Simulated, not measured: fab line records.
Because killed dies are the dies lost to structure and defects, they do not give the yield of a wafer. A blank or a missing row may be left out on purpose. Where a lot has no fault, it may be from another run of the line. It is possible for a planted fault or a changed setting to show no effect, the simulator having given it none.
A sampling plan put to the test -- flow gf180mcu -- one line in one fab, 60 faults in these records, each fault weighed on the records of the lots it struck
The line's own looks make up the plan; these are the steps of the route where a gauge or inspection reads the wafer and leaves it unchanged. Where struck wafers have a number at a look and the file lists that look's usual mean and standard deviation on fault-free wafers, the look can be judged. Caught: the struck wafers' mean, at a look after the fault's first step, is 4 or more of those standard deviations (sigma) away from the usual mean. On the tool: here the same test is run on the tool's own readings at the fault's steps. A different recipe on the struck wafers counts as caught too, as does a record blank only for those wafers.

THE FAULTS, as the simulator had put them in
1. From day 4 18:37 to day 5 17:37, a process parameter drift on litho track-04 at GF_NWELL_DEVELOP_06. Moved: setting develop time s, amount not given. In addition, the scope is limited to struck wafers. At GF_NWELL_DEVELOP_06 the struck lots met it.
2. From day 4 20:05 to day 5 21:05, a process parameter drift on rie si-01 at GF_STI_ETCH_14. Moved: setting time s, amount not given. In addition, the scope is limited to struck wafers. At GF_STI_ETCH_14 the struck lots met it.
3. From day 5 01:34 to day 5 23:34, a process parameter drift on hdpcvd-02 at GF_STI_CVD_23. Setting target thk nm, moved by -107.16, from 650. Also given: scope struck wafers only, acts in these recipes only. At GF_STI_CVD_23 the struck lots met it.
4. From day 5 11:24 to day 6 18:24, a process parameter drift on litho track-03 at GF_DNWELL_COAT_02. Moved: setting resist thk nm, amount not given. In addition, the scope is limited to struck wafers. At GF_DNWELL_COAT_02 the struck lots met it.
5. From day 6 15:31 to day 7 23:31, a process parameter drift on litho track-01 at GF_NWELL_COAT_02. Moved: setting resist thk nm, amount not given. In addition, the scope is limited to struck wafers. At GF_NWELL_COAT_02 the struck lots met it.
6. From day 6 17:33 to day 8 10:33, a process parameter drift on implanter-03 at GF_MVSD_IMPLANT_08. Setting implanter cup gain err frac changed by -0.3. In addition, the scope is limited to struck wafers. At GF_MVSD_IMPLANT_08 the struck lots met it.
7. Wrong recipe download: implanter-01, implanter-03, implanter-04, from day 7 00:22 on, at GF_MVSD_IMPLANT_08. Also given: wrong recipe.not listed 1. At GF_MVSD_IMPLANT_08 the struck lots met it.
8. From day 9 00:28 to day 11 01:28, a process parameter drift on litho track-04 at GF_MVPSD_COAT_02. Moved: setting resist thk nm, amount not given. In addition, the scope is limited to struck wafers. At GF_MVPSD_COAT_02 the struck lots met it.
9. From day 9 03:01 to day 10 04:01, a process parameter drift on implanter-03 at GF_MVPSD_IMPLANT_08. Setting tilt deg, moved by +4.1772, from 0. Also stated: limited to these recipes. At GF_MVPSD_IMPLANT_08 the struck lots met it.
10. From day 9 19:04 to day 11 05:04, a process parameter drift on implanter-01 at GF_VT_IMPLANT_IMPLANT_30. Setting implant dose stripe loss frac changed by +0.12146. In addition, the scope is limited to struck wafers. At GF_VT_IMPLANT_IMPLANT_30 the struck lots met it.
11. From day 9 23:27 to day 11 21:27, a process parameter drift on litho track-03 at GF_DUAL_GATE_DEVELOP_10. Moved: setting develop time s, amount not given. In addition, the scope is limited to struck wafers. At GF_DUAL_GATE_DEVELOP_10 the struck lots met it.
12. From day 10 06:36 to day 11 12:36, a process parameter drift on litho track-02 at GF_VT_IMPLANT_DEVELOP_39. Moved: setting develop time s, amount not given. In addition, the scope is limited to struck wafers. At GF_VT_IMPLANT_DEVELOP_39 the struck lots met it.
13. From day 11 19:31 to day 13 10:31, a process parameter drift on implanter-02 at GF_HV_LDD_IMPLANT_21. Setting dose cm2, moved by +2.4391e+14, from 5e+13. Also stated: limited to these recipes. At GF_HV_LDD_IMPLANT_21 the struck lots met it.
14. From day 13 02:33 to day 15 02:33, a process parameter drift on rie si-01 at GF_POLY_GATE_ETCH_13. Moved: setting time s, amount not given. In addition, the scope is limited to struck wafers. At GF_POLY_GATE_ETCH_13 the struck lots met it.
15. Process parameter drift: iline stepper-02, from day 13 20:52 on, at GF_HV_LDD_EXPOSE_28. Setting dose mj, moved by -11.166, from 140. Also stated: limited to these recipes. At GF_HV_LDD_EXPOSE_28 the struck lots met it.
16. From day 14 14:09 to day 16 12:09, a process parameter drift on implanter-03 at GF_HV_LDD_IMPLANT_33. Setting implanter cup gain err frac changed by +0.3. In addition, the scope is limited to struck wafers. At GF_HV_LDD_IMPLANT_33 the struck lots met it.
17. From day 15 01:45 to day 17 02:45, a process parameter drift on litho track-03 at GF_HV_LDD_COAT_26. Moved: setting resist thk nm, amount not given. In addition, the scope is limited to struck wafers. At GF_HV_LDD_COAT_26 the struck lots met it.
18. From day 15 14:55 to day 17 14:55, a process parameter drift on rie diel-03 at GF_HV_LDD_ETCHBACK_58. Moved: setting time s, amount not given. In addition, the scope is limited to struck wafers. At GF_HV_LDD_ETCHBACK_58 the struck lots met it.
19. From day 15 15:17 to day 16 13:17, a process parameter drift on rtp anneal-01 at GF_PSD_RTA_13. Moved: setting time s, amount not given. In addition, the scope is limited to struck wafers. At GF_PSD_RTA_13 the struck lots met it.
20. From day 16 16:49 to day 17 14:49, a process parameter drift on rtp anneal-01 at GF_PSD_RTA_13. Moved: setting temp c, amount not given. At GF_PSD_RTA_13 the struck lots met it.
21. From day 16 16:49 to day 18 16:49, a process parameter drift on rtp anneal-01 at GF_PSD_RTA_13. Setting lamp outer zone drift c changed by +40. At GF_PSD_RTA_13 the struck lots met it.
22. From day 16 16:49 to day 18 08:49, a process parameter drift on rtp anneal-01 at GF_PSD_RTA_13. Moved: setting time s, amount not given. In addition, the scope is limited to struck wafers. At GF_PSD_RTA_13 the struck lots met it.
23. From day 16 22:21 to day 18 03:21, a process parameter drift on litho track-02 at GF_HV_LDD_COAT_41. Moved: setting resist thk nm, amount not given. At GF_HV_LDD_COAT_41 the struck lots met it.
24. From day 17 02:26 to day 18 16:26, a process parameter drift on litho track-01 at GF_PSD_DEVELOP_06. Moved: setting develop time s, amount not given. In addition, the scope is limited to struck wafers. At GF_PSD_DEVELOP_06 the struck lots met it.
25. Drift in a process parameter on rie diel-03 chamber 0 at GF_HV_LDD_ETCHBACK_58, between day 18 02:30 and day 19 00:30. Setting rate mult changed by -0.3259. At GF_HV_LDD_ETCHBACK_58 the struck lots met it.
26. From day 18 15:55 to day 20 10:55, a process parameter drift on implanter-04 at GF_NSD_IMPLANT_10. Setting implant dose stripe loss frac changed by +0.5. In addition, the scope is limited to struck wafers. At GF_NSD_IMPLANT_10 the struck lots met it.
27. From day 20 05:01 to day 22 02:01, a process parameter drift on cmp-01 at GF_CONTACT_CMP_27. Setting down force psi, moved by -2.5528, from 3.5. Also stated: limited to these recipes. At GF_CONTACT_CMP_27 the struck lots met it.
28. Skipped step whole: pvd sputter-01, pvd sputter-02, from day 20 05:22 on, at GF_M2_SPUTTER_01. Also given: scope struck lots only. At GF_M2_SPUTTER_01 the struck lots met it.
29. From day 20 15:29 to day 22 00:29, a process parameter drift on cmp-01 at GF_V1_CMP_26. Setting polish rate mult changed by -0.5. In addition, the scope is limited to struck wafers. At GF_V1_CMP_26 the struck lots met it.
30. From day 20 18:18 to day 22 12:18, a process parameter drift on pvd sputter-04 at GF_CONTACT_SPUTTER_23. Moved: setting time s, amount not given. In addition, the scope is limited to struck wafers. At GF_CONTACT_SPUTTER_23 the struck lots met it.
31. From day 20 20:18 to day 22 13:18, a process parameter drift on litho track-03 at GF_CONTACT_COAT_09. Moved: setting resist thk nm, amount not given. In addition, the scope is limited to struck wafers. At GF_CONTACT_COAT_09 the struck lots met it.
32. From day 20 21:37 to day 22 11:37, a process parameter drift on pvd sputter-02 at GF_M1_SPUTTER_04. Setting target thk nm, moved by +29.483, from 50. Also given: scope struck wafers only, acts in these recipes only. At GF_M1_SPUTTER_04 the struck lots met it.
33. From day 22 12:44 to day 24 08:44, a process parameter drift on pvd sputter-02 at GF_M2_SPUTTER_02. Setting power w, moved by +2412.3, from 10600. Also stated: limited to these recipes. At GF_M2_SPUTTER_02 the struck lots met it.
34. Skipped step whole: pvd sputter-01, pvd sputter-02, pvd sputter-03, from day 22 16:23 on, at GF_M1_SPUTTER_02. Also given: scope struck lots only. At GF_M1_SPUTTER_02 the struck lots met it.
35. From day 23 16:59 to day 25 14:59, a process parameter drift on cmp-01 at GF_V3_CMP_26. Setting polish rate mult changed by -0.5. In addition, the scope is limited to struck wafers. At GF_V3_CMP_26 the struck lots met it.
36. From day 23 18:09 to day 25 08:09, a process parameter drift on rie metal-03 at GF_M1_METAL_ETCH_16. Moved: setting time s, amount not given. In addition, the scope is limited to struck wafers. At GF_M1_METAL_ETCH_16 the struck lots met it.
37. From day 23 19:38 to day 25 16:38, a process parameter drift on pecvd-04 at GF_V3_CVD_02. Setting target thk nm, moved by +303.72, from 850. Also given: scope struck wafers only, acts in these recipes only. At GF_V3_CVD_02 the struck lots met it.
38. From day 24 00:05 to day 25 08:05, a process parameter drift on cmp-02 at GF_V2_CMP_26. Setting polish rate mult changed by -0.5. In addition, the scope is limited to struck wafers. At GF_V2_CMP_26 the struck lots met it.
39. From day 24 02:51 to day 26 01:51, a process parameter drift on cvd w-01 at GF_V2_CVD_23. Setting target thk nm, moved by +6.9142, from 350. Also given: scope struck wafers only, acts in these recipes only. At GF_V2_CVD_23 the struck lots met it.
40. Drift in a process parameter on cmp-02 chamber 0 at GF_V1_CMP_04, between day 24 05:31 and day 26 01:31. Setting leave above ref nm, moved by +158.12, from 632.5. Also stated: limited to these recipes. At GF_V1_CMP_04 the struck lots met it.
41. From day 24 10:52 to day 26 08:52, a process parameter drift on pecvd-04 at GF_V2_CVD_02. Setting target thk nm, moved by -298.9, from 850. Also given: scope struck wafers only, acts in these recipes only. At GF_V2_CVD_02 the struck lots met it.
42. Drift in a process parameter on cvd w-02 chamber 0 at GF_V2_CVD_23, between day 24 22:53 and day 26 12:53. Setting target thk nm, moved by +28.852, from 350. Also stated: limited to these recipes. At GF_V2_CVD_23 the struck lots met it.
43. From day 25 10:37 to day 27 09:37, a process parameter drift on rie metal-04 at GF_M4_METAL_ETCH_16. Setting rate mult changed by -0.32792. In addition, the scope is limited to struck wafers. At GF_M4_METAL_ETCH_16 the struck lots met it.
44. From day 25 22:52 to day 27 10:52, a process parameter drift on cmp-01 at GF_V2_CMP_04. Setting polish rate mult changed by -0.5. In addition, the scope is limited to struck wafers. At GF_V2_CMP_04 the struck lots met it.
45. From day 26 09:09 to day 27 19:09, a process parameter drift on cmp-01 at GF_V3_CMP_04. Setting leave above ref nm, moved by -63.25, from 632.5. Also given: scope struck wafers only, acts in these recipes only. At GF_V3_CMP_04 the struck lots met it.
46. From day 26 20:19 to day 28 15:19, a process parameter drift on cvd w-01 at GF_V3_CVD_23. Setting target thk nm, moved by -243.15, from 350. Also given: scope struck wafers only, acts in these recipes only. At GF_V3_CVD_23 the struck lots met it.
47. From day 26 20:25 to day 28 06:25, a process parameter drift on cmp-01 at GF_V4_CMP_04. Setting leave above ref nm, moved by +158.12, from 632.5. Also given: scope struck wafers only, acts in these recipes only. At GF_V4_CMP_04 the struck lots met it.
48. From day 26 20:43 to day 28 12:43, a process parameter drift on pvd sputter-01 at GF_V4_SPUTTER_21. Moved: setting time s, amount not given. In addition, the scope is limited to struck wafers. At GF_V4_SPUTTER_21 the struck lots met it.
49. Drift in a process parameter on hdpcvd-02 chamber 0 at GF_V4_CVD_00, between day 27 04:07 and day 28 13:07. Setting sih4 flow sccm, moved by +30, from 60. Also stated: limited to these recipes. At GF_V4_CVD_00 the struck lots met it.
50. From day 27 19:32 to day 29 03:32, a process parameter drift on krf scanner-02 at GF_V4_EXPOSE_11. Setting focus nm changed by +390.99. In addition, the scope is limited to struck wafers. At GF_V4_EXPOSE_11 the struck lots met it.
51. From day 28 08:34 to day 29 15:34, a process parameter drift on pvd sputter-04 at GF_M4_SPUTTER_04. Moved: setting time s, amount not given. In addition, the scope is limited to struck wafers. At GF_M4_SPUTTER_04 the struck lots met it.
52. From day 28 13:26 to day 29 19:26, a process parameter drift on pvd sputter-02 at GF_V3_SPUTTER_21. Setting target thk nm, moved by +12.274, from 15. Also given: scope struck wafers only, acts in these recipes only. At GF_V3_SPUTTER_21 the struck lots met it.
53. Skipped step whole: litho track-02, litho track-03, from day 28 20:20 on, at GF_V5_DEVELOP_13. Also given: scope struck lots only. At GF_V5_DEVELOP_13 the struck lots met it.
54. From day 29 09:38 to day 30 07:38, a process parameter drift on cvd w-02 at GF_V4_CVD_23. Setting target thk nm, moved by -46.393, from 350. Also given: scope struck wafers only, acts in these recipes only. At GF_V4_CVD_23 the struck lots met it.
55. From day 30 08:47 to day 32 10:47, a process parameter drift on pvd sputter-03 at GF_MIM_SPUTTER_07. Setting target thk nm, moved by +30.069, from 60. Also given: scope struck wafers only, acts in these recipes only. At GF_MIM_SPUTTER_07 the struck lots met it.
56. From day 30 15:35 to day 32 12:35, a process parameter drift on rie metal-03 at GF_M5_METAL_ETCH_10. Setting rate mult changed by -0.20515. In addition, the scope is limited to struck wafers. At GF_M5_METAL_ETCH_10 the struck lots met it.
57. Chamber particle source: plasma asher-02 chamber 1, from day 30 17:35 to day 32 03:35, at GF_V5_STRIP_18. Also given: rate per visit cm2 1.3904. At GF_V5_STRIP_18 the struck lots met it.
58. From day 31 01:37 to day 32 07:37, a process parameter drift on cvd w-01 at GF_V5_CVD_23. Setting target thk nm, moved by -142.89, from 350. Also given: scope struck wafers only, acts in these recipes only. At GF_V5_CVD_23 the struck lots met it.
59. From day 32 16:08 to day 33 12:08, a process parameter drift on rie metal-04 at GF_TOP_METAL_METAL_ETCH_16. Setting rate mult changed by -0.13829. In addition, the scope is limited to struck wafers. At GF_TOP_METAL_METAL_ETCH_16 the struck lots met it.
60. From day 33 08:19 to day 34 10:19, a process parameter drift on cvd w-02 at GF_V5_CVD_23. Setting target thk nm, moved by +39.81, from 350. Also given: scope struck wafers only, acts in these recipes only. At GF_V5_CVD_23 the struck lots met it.

WHAT THE PLAN SAW
fault,on the tool itself,first look that catches it,"reading, sigma",median hours from its first step to that look,hours from the fault's start to the first struck lot there,judged looks passed uncaught
1,under 2 sigma,none of the 3 looks that can be judged after it,-,-,-,3
2,run length s -10 sigma,no look after it can be judged,-,-,-,0
3,under 2 sigma,GF_STI_THK_MEAS_24,STI_CVD_23_THK -16,0.1,3,0
4,no reading that can be judged,GF_NWELL_TW_MEAS_11,NWELL_TW +7.8,23.3,26,0
5,under 2 sigma,none of the 2 looks that can be judged after it,-,-,-,2
6,beam on s +22 sigma,GF_MVSD_TW_MEAS_11,MVSD_TW +14,0.4,11,0
7,under 2 sigma,GF_MVSD_TW_MEAS_11,MVSD_TW +72,0.4,4,0
8,no reading that can be judged,GF_VT_IMPLANT_TW_MEAS_10,VT_IMPLANT_TW +44,27.3,31,0
9,tilt deg +99 or beyond sigma,GF_MVPSD_TW_MEAS_11,MVPSD_TW +15,0.4,3,0
10,no reading that can be judged,none of the 8 looks that can be judged after it,-,-,-,8
11,under 2 sigma,none of the 3 looks that can be judged after it,-,-,-,3
12,no reading that can be judged,none of the 9 looks that can be judged after it,-,-,-,9
13,dose ions cm2 +99 or beyond sigma,GF_HV_LDD_TW_MEAS_23,HV_LDD_2_TW +99 or beyond,0.2,3,0
14,run length s -19 sigma,no look after it can be judged,-,-,-,0
15,exposure dose mJ cm2 -79 sigma,GF_HV_LDD_CD_MEAS_31,cd nm -11,9.8,18,0
16,faraday current uA +15 sigma,GF_HV_LDD_RS_MEAS_53,HV_LDD_RS +4.8,23.0,38,1
17,under 2 sigma,no look after it can be judged,-,-,-,0
18,run length s -82 sigma,no look after it can be judged,-,-,-,0
19,run length s +30 sigma,GF_PSD_RS_MEAS_14,NSD_RS -29,0.2,5,0
20,wafer_temp_C_max -25 sigma,GF_PSD_RS_MEAS_14,NSD_RS +32,0.1,2,0
21,under 2 sigma,GF_PSD_RS_MEAS_14,NSD_RS -36,0.1,2,0
22,run length s +27 sigma,GF_PSD_RS_MEAS_14,NSD_RS -28,0.1,2,0
23,under 2 sigma,not the one look that can be judged after it,-,-,-,1
24,no reading that can be judged,GF_PSD_TW_MEAS_11,PSD_TW -99 or beyond,0.6,9,0
25,oes product au -7.1 sigma,no look after it can be judged,-,-,-,0
26,no reading that can be judged,GF_PSD_RS_MEAS_14,NSD_RS +17,25.1,31,0
27,overpolish run s -99 or beyond sigma,no look after it can be judged,-,-,-,0
28,the tool's record is blank for the struck wafers,no look after it can be judged,-,-,-,0
29,overpolish run s -99 or beyond sigma,no look after it can be judged,-,-,-,0
30,under 2 sigma,no look after it can be judged,-,-,-,0
31,under 2 sigma,not the one look that can be judged after it,-,-,-,1
32,under 2 sigma,GF_M1_THK_MEAS_06,M1_ALCU_THK -4.9,0.2,8,0
33,cathode dc power W +99 or beyond sigma,GF_M2_RS_MEAS_05,M2_ALCU_RS -24,0.1,19,0
34,the tool's record is blank for the struck wafers,GF_M1_RS_MEAS_05,M1_ALCU_RS +99 or beyond,0.1,6,0
35,overpolish run s -99 or beyond sigma,no look after it can be judged,-,-,-,0
36,run length s -60 sigma,no look after it can be judged,-,-,-,0
37,under 2 sigma,GF_V3_THK_MEAS_03,V3_CVD_02_THK +32,0.1,7,0
38,overpolish run s -99 or beyond sigma,no look after it can be judged,-,-,-,0
39,under 2 sigma,not the one look that can be judged after it,-,-,-,1
40,time to endpoint s -12 sigma,no look after it can be judged,-,-,-,0
41,under 2 sigma,GF_V2_THK_MEAS_03,V2_CVD_02_THK -32,0.1,14,0
42,under 2 sigma,GF_V2_RS_MEAS_24,V2_W_RS -8.0,0.1,7,0
43,oes product au -34 sigma,no look after it can be judged,-,-,-,0
44,only faintly: time to endpoint s +3.9 sigma,not the one look that can be judged after it,-,-,-,1
45,time to endpoint s +5.6 sigma,no look after it can be judged,-,-,-,0
46,under 2 sigma,GF_V3_RS_MEAS_24,V3_W_RS +99 or beyond,0.1,7,0
47,time to endpoint s -11 sigma,none of the 2 looks that can be judged after it,-,-,-,2
48,under 2 sigma,no look after it can be judged,-,-,-,0
49,sih4 flow sccm +99 or beyond sigma,GF_V4_THK_MEAS_01,V4_CVD_00_THK +40,0.1,3,0
50,under 2 sigma,GF_V4_CD_MEAS_14,cd nm +6.7,9.1,11,0
51,under 2 sigma,none of the 7 looks that can be judged after it,"strongest: M4_ALCU_THK at GF_M4_THK_MEAS_06, -3.6",-,-,7
52,under 2 sigma,no look after it can be judged,-,-,-,0
53,no reading that can be judged,no look after it can be judged,-,-,-,0
54,under 2 sigma,GF_V4_RS_MEAS_24,V4_W_RS +9.5,0.1,5,0
55,under 2 sigma,no look after it can be judged,-,-,-,0
56,oes product au -21 sigma,no look after it can be judged,-,-,-,0
57,under 2 sigma,not the one look that can be judged after it,-,-,-,1
58,under 2 sigma,GF_V5_RS_MEAS_24,V5_W_RS +51,0.1,6,0
59,oes product au -13 sigma,no look after it can be judged,-,-,-,0
60,under 2 sigma,GF_V5_RS_MEAS_24,V5_W_RS -8.2,0.2,1,0
A dash: the fault is not caught, or the number is missing from these records.

Caught at a look: 27 of 60. Caught on the tool: 27 of 60. By one or the other: 43 of 60.
Caught on the tool alone: faults 2, 14, 18, 25, 27, 28, 29, 35, 36, 38, 40, 43, 45, 47, 56, 59.
Caught at a look alone: faults 3, 4, 7, 8, 21, 24, 26, 32, 37, 41, 42, 46, 50, 54, 58, 60.
Caught by neither: faults 1, 5, 10, 11, 12, 17, 23, 30, 31, 39, 44, 48, 51, 52, 53, 55, 57.

THINNER SAMPLING
In the worst case, this is how late the first struck lot would be measured if the look that catches a fault measured only every second or every third lot, by lot number:
fault,"struck lots at that look, in order of time",every lot,every second lot,every third lot
3,L639,3 h,may miss it,may miss it
4,"L739, L740, L744",26 h,32 h,54 h
6,L949,11 h,may miss it,may miss it
7,"L403, L404, L405",4 h,8 h,14 h
8,"L752, L753, L756",31 h,38 h,may miss all 3
9,"L544, L546, L547",3 h,24 h,may miss all 3
13,"L305, L306",3 h,12 h,may miss all 2
15,"L894, L896",18 h,may miss all 2,may miss all 2
16,"L206, L207, L209",38 h,44 h,may miss all 3
19,"L595, L596",5 h,16 h,may miss all 2
20,"L805, L806",2 h,19 h,may miss all 2
21,"L742, L743, L744",2 h,19 h,30 h
22,"L447, L448, L449",2 h,19 h,30 h
24,"L475, L476, L477",9 h,21 h,27 h
26,"L388, L389, L391",31 h,40 h,may miss all 3
32,"L385, L387",8 h,may miss all 2,may miss all 2
33,"L881, L883",19 h,may miss all 2,may miss all 2
34,"L398, L399, L400",6 h,10 h,19 h
37,"L566, L568",7 h,may miss all 2,may miss all 2
41,"L358, L359",14 h,23 h,may miss all 2
42,"L375, L378",7 h,33 h,may miss all 2
46,"L921, L923",7 h,may miss all 2,may miss all 2
49,"L322, L325",3 h,28 h,may miss all 2
50,L943,11 h,may miss it,may miss it
54,"L875, L876, L877",5 h,11 h,19 h
58,L144,6 h,may miss it,may miss it
60,L390,1 h,may miss it,may miss it
Hours count from the start of the fault until the first struck lot that is measured. The limit of 4 sigma was tested on all struck wafers together, so one lot alone may lie under it. Other struck lots may not be in these records.

THE LONGEST TIMED WAY FROM STEP TO LOOK
Fault 8: a median of 27.3 hours passes between GF_MVPSD_COAT_02 and GF_VT_IMPLANT_TW_MEAS_10. No look between them can be judged.
